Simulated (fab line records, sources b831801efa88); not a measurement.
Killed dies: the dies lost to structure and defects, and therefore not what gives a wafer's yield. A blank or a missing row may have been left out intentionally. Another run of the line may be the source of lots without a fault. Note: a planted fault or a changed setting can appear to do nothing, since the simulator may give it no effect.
Problem report in the 8D (eight disciplines) form, filled by code    flow sky130    the parts of the form that need people (team, actions taken, sign-off) are left out

== 1. WHAT IS WRONG ==
Wafers without a fault read 1200 W, standard deviation 3.3; bias w at SKY_VIA2_ETCH_15 reads a mean of 1241 W on 9 wafers belonging to 3 lots. That puts it +13 standard deviations away from the usual mean.
The step: etches SiO2 in C4F8/O2/Ar, stops on TiN, target depth 546 nm, time 84 s.
First observed at day 38 03:16: wafer L743.3, on rie diel-04. At this step, 33 wafers from 11 lots have a number in the record. The rule behind "out" and "out of limits": a value lying over 4 standard deviations away from the usual mean. Any other wafer with a number is counted as sound.

== 2. WHAT IT IS AND WHAT IT IS NOT ==
question                     is                      is not
which readings at this step  bias w                  oes product au
which lots                   L743, L745, L746        L740, L751, L753, L755, L756, L757, L759, L761
which wafers of those lots   all that have a number  -
read on which tools          rie diel-04             rie diel-01, rie diel-03
when                         from day 38 03:16       up to then (3 sound wafers); but 21 sound wafers of L751, L753, L755, L756, L757, L759, L761 came after

== 3. THE SUSPECTS, EACH WITH WHAT RULES IT OUT ==
Counting: a tool at any process step up to the reading remains a suspect when it ran all the lots that are out and ran no sound lot after the first of those.
- rie metal-02 at SKY_METAL2_DESCUM_17 (chemistry O2, time 8 s): ruled out as a lasting fault. The sound lots L753, L751, L756 went through it after L743, its earliest lot that is out (day 36 23:47).
- rie metal-02 at SKY_METAL2_METAL_ETCH_19 (etches the open film in Cl2/BCl3, stops on SiO2, target depth 360 nm, time 78 s): ruled out as a lasting fault. The sound lots L753, L751, L756 went through it after L743, its earliest lot that is out (day 36 23:54).
- rie diel-04 at SKY_VIA2_ETCH_15 (etches SiO2 in C4F8/O2/Ar, stops on TiN, target depth 546 nm, time 84 s): ruled out as a lasting fault. The sound lots L761 went through it after L743, its earliest lot that is out (day 38 03:16).
Left after counting: nothing in the record.

== 4. THE CAUSE (what the simulator had put in) ==
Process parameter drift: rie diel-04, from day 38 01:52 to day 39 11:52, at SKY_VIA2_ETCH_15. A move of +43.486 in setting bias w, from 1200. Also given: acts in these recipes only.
Counting ruled it out, wrongly.

== 5. THE EFFECT CHAIN, in route order ==
Each row: a reading where the mean over the struck wafers with a number is more than 3 standard deviations away from the usual. Readings are gone through only where the record gives a usual standard deviation; hours: the median, over the lots, of the time from a lot's start at the first step in this table giving one to that lot's start at this step; sigmas: the change measured in usual standard deviations.
hours  step              reading  usual   on struck wafers  change  sigmas
0      SKY_VIA2_ETCH_15  bias w   1200 W  1241              +41     +13
Process steps it contains:
- SKY_VIA2_ETCH_15: etches SiO2 in C4F8/O2/Ar, stops on TiN, target depth 546 nm, time 84 s.

== 6. HOW IT WOULD HAVE BEEN CAUGHT EARLIER ==
In this record the first reading out of limits was taken at day 38 03:16, 1 hour after the fault began at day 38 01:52.
